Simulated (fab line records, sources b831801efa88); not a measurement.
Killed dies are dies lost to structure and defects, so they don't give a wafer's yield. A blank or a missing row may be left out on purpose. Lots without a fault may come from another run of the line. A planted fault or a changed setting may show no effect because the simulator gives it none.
Which tool did it? | flow gf180mcu | 12 lots, 36 wafers sampled, at 3 steps of a route of 602

WHAT THE GAUGES READ, wafer by wafer
GF_TOP_METAL_CD_MEAS_14: target cd 440 nm. Usual: cd_nm 440.6 nm, standard deviation 2.2.
lot  | measured     | on        | cd_nm (nm)        | flag
L289 | day 28 02:20 | cd_sem-02 | 438.7 443.3 438.9 |
L291 | day 28 19:53 | cd_sem-01 | 441.5 442.2 443.8 |
L292 | day 29 03:16 | cd_sem-01 | 446.1 444.5 446.4 |
L294 | day 29 19:14 | cd_sem-01 | 441.9 439.9 441.2 |
L295 | day 30 02:25 | cd_sem-02 | 443.9 442.1 442.3 |
L299 | day 31 09:20 | cd_sem-02 | 439.3 441.8 439.9 |
L304 | day 32 11:45 | cd_sem-01 | 440.2 442.6 441.9 |
L305 | day 32 17:17 | cd_sem-01 | 441.5 440.8 437.6 |
L306 | day 33 00:37 | cd_sem-02 | 441.8 443.7 440.8 |
L308 | day 33 09:53 | cd_sem-02 | 443.0 444.0 441.2 |
L311 | day 34 03:22 | cd_sem-02 | 437.3 439.4 437.3 |
L312 | day 34 08:09 | cd_sem-01 | 441.5 438.2 438.6 |

WHICH TOOL RAN EACH LOT (tool, then ch and the chambers of the sampled wafers, then the start)
lot  | GF_M3_SPUTTER_01             | GF_V5_SPUTTER_21
L289 | pvd_sputter-04, day 20 08:10 | pvd_sputter-04, day 27 05:08
L291 | pvd_sputter-04, day 21 04:59 | pvd_sputter-02, day 28 00:01
L292 | pvd_sputter-04, day 21 14:04 | pvd_sputter-02, day 28 08:08
L294 | pvd_sputter-04, day 22 09:17 | pvd_sputter-04, day 28 23:44
L295 | pvd_sputter-04, day 22 17:40 | pvd_sputter-04, day 29 06:23
L299 | pvd_sputter-02, day 24 09:49 | pvd_sputter-04, day 30 14:19
L304 | pvd_sputter-01, day 25 17:21 | pvd_sputter-02, day 31 17:46
L305 | pvd_sputter-01, day 26 01:32 | pvd_sputter-04, day 31 23:52
L306 | pvd_sputter-02, day 26 10:44 | pvd_sputter-02, day 32 07:41
L308 | pvd_sputter-02, day 26 21:01 | pvd_sputter-03, day 32 17:11
L311 | pvd_sputter-02, day 27 20:38 | pvd_sputter-02, day 33 11:40
L312 | pvd_sputter-04, day 28 01:55 | pvd_sputter-04, day 33 16:00
- GF_M3_SPUTTER_01: material TiN, target thk 30 nm, time 25 s.
- GF_V5_SPUTTER_21: material Ti, target thk 15 nm, time 80.02 s.

WHAT THE TOOLS THEMSELVES READ (means of the sampled wafers that have a number; where no wafer has one, the mark that the record gives instead)
GF_M3_SPUTTER_01. Usual: cathode_dc_power_W 6499.8 W, standard deviation 1.3; throttle_valve_pct 29.9 %, standard deviation 1.1.
lot  | tool           | cathode_dc_power_W (W) | throttle_valve_pct (%) | flag
L289 | pvd_sputter-04 | 6500.3                 | 30.2                   |
L291 | pvd_sputter-04 | 6499.5                 | 30.2                   |
L292 | pvd_sputter-04 | 6500.2                 | 30.7                   |
L294 | pvd_sputter-04 | 6500.2                 | 30.8                   |
L295 | pvd_sputter-04 | 6500.0                 | 30.1                   |
L299 | pvd_sputter-02 | 6499.8                 | 29.2                   |
L304 | pvd_sputter-01 | 6499.8                 | 30.5                   |
L305 | pvd_sputter-01 | 6499.4                 | 29.8                   |
L306 | pvd_sputter-02 | 6498.9                 | 29.6                   |
L308 | pvd_sputter-02 | 6500.6                 | 27.8                   |
L311 | pvd_sputter-02 | 6500.0                 | 29.8                   |
L312 | pvd_sputter-04 | 6499.8                 | 30.2                   |

GF_V5_SPUTTER_21. Usual: cathode_dc_power_W 2499.9 W, standard deviation 0.43; throttle_valve_pct 29.9 %, standard deviation 1.2.
lot  | tool           | cathode_dc_power_W (W) | throttle_valve_pct (%) | flag
L289 | pvd_sputter-04 | 2499.4                 | 30.1                   |
L291 | pvd_sputter-02 | 2500.3                 | 29.6                   |
L292 | pvd_sputter-02 | 2499.7                 | 30.1                   |
L294 | pvd_sputter-04 | 2499.8                 | 30.1                   |
L295 | pvd_sputter-04 | 2500.2                 | 29.8                   |
L299 | pvd_sputter-04 | 2500.2                 | 30.2                   |
L304 | pvd_sputter-02 | 2499.9                 | 28.9                   |
L305 | pvd_sputter-04 | 2499.8                 | 30.1                   |
L306 | pvd_sputter-02 | 2500.0                 | 30.7                   |
L308 | pvd_sputter-03 | 2500.0                 | 30.5                   |
L311 | pvd_sputter-02 | 2500.1                 | 30.7                   |
L312 | pvd_sputter-04 | 2500.1                 | 30.5                   |

THE ANSWER, worked out from the rows above alone
Rule: a lot is off if the mean of its wafers that have a number lies more than 3 standard deviations from the usual mean. A lot without any number at a reading at which 4 lots or more have one is off too. The other lots that the step has rows for count as sound. The gauges are gone through in route order, then the tools' own readings, and for those a lot's mean is taken as printed above. The first step at which some lot is off is used, and at that step the reading that is off furthest; a lot without a number counts as furthest.
No lot is off at any reading shown: from this, nothing can be told.

WHAT THE SIMULATOR HAD PUT IN
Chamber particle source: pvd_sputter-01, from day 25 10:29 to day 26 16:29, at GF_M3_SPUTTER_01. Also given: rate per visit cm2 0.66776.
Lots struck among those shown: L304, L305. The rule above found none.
